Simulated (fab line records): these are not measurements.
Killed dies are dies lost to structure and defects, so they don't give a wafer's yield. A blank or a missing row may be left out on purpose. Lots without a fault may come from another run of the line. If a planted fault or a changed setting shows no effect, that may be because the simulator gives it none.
Struck lot and sound lot, side by side :: flow gf180mcu :: 19 steps out of a route of 602
Sound: wafers L411.2, L411.3, L411.4. Wafers struck: L407.1, L407.3, L407.6. The cause is given at the end.
Order at every step that has rows: each side's tool, ch and its chambers, its first start. Under that, the readings that differ: sound wafers :: struck wafers :: difference of the means :: sigmas: that difference in standard deviations of wafers without a fault.
alike: readings whose means differ by less than 2 such deviations, and words and numbers that are the same on both sides. not compared: withheld readings, readings that some wafer has no value for, bounds like >300 that may hide the same value, and numbers for which the record gives no deviation and whose values overlap.
Wherever a step has rows on one side only, a row that says differs or no value, or a row with sigmas, the two part there. When numbers do not overlap yet have no deviation, they are printed without sigmas and do not part them. A reading that every wafer of one side lacks parts them only if that side has two wafers or more.

first, 1 step without rows for these wafers: GF_STI_CVD_23 (deposits SiO2, target thk 650 nm, time 108.3 s).
GF_STI_THK_MEAS_24:
  struck on film metro-02, day 4 17:35; sound on film metro-01, day 5 13:58
  alike: STI_CVD_23_THK
GF_STI_CMP_25: polishes, stops on Si3N4, t overpolish 33 s, target thk 524.6 nm.
  sound on cmp-01 ch 0,2,3, day 5 14:01; struck on cmp-02 ch 0,2,3, day 4 17:44
  alike: edge zone pressure frac, motor current A, overpolish run s, time to endpoint s
then, 4 steps without rows for these wafers: GF_STI_WET_ETCH_26 (etches SiO2 in dHF, target depth 94 nm, time 188 s); GF_STI_WET_ETCH_27 (etches Si3N4 in H3PO4, target depth 160 nm, time 1825 s); GF_STI_WET_ETCH_28 (etches SiO2 in dHF, target depth 20 nm, time 38.74 s); GF_STI_OXIDATION_29 (stabilise 600 s, purge 300 s, target thk 10 nm).
GF_STI_THK_MEAS_30:
  struck on film metro-01, day 4 20:38; sound on film metro-01, day 5 16:23
  alike: STI_OXIDATION_02_THK
then, 4 steps without rows for these wafers: GF_DNWELL_DEHYDRATE_00 (time 60 s); GF_DNWELL_HMDS_01 (prime time 60 s); GF_DNWELL_COAT_02 (resist thk 3000 nm); GF_DNWELL_SOFTBAKE_03.
GF_DNWELL_EXPOSE_04: exposes mask DNWELL, target cd 1700 nm.
  struck on iline stepper-01, day 5 04:02; sound on iline stepper-02 ch 0, day 5 23:44
  no value came back on the struck wafers for exposure dose mJ cm2, focus offset nm (nm); on the sound wafers exposure dose mJ cm2 reads 259.90 259.84 260.17
  alike: mask
then, 3 steps without rows for these wafers: GF_DNWELL_PEB_05; GF_DNWELL_DEVELOP_06 (develop time 60 s); GF_DNWELL_IMPLANT_07.
GF_DNWELL_STRIP_08: strips in O2/N2.
  sound on plasma asher-01 ch 0,1, day 6 07:10; struck on plasma asher-02 ch 1, day 5 10:59
  alike: drypump motor current A, heater power w, oes product au, platen temp c, strip time to endpoint s
  not compared: rf hours counter h
GF_DNWELL_TW_MEAS_09:
  struck on film metro-01, day 5 11:05; sound on film metro-01, day 6 07:17
reading: DNWELL_TW
sound: 1349 1365 1352
struck: 31 31 31
difference: -1324
sigmas: -95
then, 1 step without rows for these wafers: GF_NWELL_DEHYDRATE_00 (time 60 s).

## WHERE THEY PART
At GF_DNWELL_EXPOSE_04 first; at GF_DNWELL_TW_MEAS_09 last (within this record only).

WHY: the cause the simulator had injected
Beginning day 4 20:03, the whole step at GF_DNWELL_EXPOSE_04 was skipped on iline stepper-01. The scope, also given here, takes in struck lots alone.
